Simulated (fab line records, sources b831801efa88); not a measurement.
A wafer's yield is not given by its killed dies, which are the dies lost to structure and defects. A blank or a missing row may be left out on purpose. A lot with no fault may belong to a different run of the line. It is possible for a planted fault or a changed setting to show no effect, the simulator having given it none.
2 desks looking at one fault ; flow sky130 ; every desk sees just its own numbers, and what lay behind them comes last

## TOOL OWNER'S DESK, wet bench-03
The tool's own readings at SKY_NWELL_CLEAN_27 (cleans in SC1/SC2, time 150 s): means of the sampled wafers that have a number, for each lot that ran on this tool. If a lot's mean is further than 4 standard deviations from the usual mean, the lot is out of limits and carries the mark OUT (the distance appears in the brackets).
Columns: A = run length s at SKY_NWELL_CLEAN_27, usual 178 s
lot;first seen here;A
L545;day 7 10:23;174
L546;day 7 17:31;99 (-25) OUT
L547;day 7 23:21;100 (-25) OUT
L558;day 10 23:22;178
L559;day 11 04:05;177
This desk's finding: out of limits on L546, L547; first on L546, day 7 17:31 (run length s at SKY_NWELL_CLEAN_27). Within limits: L545, L558, L559.

## THE METROLOGY DESK
What the gauges read for every lot (on any tool): the sampled wafers with a number, averaged. If a lot's mean is further than 4 standard deviations from the usual mean, the lot is out of limits and carries the mark OUT (the distance appears in the brackets).
Columns: A = cd nm at SKY_VIA1_CD_MEAS_12, usual 149.2 nm; B = CAPM_TIN_THK at SKY_CAPM_THK_MEAS_04, usual 199.1 nm
lot;first seen here;A;B
L536;day 33 18:29;148.1;199.5
L537;day 34 04:14;148.2;201.0
L538;day 34 10:47;150.2;200.3
L541;day 35 08:13;147.9;199.0
L542;day 35 21:17;148.8;197.6
L545;day 36 18:00;149.2;196.9
L547;day 37 06:46;147.9;198.4
L546;day 37 10:37;150.2;196.0
L553;day 39 03:19;149.5;202.2
L554;day 39 13:36;149.2;202.3
L555;day 40 00:49;150.3;199.1
L557;day 40 08:35;150.7;198.5
L558;day 40 15:14;149.2;198.7
L559;day 40 16:20;151.3;199.2
This desk's verdict: no lot among the 14 shows anything out of limits.

## BROUGHT TOGETHER
An alarm could have come from the tool owner's desk at day 7 17:31, on L546, L547.
The metrology desk saw nothing out of limits.
The metrology desk holds a record of L546, L547, inside its limits.
The lots listed all ran SKY_NWELL_CLEAN_27 on wet bench-03.

## WHAT THE SIMULATOR HAD INSERTED
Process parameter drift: wet bench-03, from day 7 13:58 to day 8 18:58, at SKY_NWELL_CLEAN_27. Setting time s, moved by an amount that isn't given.
Lots struck among those shown: L546, L547.
Each desk's first reading out of limits, in hours after the fault started: the tool owner's desk, 4.
